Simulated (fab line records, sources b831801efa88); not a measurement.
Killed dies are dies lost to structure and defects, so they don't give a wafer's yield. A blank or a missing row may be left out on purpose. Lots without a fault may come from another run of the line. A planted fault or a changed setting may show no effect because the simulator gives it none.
Which tool did it? | flow sky130 | 12 lots, 36 wafers sampled, at 4 steps of a route of 708

WHAT THE GAUGES READ, wafer by wafer
SKY_PASSIVATION_THK_MEAS_01.
lot  | measured     | on            | PASSIVATION_CVD_00_THK (nm)
L978 | day 45 00:34 | film_metro-02 | 88.6 90.1 89.7
L979 | day 45 02:52 | film_metro-02 | 88.5 88.0 89.5
L982 | day 45 16:24 | film_metro-03 | 88.2 88.2 89.5
L985 | day 46 17:23 | film_metro-02 | 89.3 90.1 91.4
L990 | day 47 16:54 | film_metro-02 | 88.4 90.0 91.7
L993 | day 48 16:06 | film_metro-04 | 89.4 90.8 90.5
L994 | day 49 07:38 | film_metro-03 | 90.0 88.6 90.5
L995 | day 49 08:51 | film_metro-03 | 87.3 87.3 87.3
L999 | day 49 21:36 | film_metro-04 | 89.0 90.0 90.9
L997 | day 49 23:37 | film_metro-02 | 88.8 88.0 89.5
L100 | day 50 04:47 | film_metro-04 | 90.4 89.4 89.3
L101 | day 50 07:41 | film_metro-04 | 89.2 90.9 90.8

WHICH TOOL RAN EACH LOT (tool, then ch and the chambers of the sampled wafers, then the start)
lot  | SKY_CAP2M_STRIP_14                   | SKY_METAL5_DESCUM_14              | SKY_METAL5_STRIP_16
L978 | plasma_asher-01 ch 0,1, day 41 22:04 | rie_metal-04 ch 0,1, day 44 23:41 | plasma_asher-02 ch 0,1, day 44 23:57
L979 | plasma_asher-02 ch 0,1, day 42 00:26 | rie_metal-04 ch 0, day 45 01:41   | plasma_asher-01 ch 0,1, day 45 02:13
L982 | plasma_asher-01 ch 0,1, day 42 13:14 | rie_metal-03 ch 0,1, day 45 15:31 | plasma_asher-03 ch 0,1, day 45 15:47
L985 | plasma_asher-01 ch 0,1, day 43 18:04 | rie_metal-03 ch 0,1, day 46 16:26 | plasma_asher-02 ch 0,1, day 46 16:44
L990 | plasma_asher-01 ch 0,1, day 44 19:04 | rie_metal-01 ch 0,1, day 47 15:56 | plasma_asher-02 ch 0,1, day 47 16:13
L993 | plasma_asher-02 ch 0,1, day 45 21:34 | rie_metal-04 ch 0,1, day 48 15:05 | plasma_asher-03 ch 0,1, day 48 15:23
L994 | plasma_asher-02 ch 0,1, day 46 14:20 | rie_metal-03 ch 0,1, day 49 06:41 | plasma_asher-01 ch 0,1, day 49 06:58
L995 | plasma_asher-02 ch 0,1, day 46 16:10 | rie_metal-01 ch 0,1, day 49 07:41 | plasma_asher-03 ch 0,1, day 49 07:58
L999 | plasma_asher-04 ch 0,1, day 47 08:38 | rie_metal-04 ch 0,1, day 49 20:43 | plasma_asher-02 ch 0,1, day 49 20:59
L997 | plasma_asher-04 ch 0,1, day 47 11:44 | rie_metal-01 ch 0,1, day 49 22:44 | plasma_asher-01 ch 0,1, day 49 23:00
L100 | plasma_asher-02 ch 0,1, day 47 15:40 | rie_metal-04 ch 0,1, day 50 03:53 | plasma_asher-01 ch 0,1, day 50 04:11
L101 | plasma_asher-01 ch 0,1, day 47 20:14 | rie_metal-03 ch 0,1, day 50 06:47 | plasma_asher-01 ch 0,1, day 50 07:04
- SKY_CAP2M_STRIP_14: strips in O2/N2.
- SKY_METAL5_DESCUM_14: chemistry O2, time 11 s.
- SKY_METAL5_STRIP_16: strips in O2/N2.

WHAT THE TOOLS THEMSELVES READ (means of the sampled wafers that have a number; where no wafer has one, the mark that the record gives instead)
SKY_CAP2M_STRIP_14.
lot  | tool            | drypump_motor_current_A (A) | oes_product_au (a.u.) | strip_time_to_endpoint_s (s)
L978 | plasma_asher-01 | 6.4                         | 0.713                 | 12.62
L979 | plasma_asher-02 | 5.4                         | 0.715                 | 12.64
L982 | plasma_asher-01 | 6.4                         | 0.716                 | 12.77
L985 | plasma_asher-01 | 6.4                         | 0.714                 | 12.69
L990 | plasma_asher-01 | 6.4                         | 0.712                 | 12.70
L993 | plasma_asher-02 | 5.4                         | 0.710                 | 12.69
L994 | plasma_asher-02 | 5.4                         | 0.713                 | 12.64
L995 | plasma_asher-02 | 5.4                         | 0.712                 | 12.62
L999 | plasma_asher-04 | 5.5                         | 0.708                 | 12.60
L997 | plasma_asher-04 | 5.6                         | 0.713                 | 12.66
L100 | plasma_asher-02 | 5.4                         | 0.710                 | 12.72
L101 | plasma_asher-01 | 6.5                         | 0.710                 | 12.60

SKY_METAL5_DESCUM_14.
lot  | tool         | drypump_motor_current_A (A) | oes_product_au (a.u.)
L978 | rie_metal-04 | 6.6                         | 1.007
L979 | rie_metal-04 | 6.2                         | 1.005
L982 | rie_metal-03 | 5.1                         | 0.998
L985 | rie_metal-03 | 5.1                         | 1.004
L990 | rie_metal-01 | 5.5                         | 0.991
L993 | rie_metal-04 | 6.6                         | 1.006
L994 | rie_metal-03 | 5.1                         | 0.996
L995 | rie_metal-01 | 5.5                         | 0.989
L999 | rie_metal-04 | 6.6                         | 1.003
L997 | rie_metal-01 | 5.5                         | 0.991
L100 | rie_metal-04 | 6.6                         | 1.007
L101 | rie_metal-03 | 5.1                         | 0.987

SKY_METAL5_STRIP_16.
lot  | tool            | drypump_motor_current_A (A) | oes_product_au (a.u.) | strip_time_to_endpoint_s (s)
L978 | plasma_asher-02 | 5.4                         | 0.709                 | 12.90
L979 | plasma_asher-01 | 6.4                         | 0.709                 | 13.00
L982 | plasma_asher-03 | 6.0                         | 0.705                 | 12.97
L985 | plasma_asher-02 | 5.4                         | 0.707                 | 12.93
L990 | plasma_asher-02 | 5.4                         | 0.710                 | 13.23
L993 | plasma_asher-03 | 6.0                         | 0.708                 | 12.89
L994 | plasma_asher-01 | 6.5                         | 0.712                 | 13.01
L995 | plasma_asher-03 | 5.7                         | 0.708                 | 13.06
L999 | plasma_asher-02 | 5.4                         | 0.712                 | 12.91
L997 | plasma_asher-01 | 6.4                         | 0.711                 | 13.23
L100 | plasma_asher-01 | 6.4                         | 0.710                 | 12.83
L101 | plasma_asher-01 | 6.4                         | 0.711                 | 13.12

THE ANSWER, worked out from the rows above alone
Rule: what is usual is taken from the lots themselves. Put in order of their means at a reading, lots are off if they are a third of the lots or fewer, leave a main group of 4 or more, and stand apart from it by a gap of 3 or more times the standard deviation of the main group's means; of several such gaps the widest counts. A main group whose means are all the same, to the digits that the tables above print for the reading, isn't used. A lot without any number at a reading at which 4 lots or more have one is off too. The other lots that the step has rows for count as sound. The gauges are gone through in route order, then the tools' own readings, and for those a lot's mean is taken as printed above. The first step at which some lot is off is used, and at that step the reading that is off furthest; a lot without a number counts as furthest.
No lot is off at any reading shown: from this, nothing can be told.

WHAT THE SIMULATOR HAD PUT IN
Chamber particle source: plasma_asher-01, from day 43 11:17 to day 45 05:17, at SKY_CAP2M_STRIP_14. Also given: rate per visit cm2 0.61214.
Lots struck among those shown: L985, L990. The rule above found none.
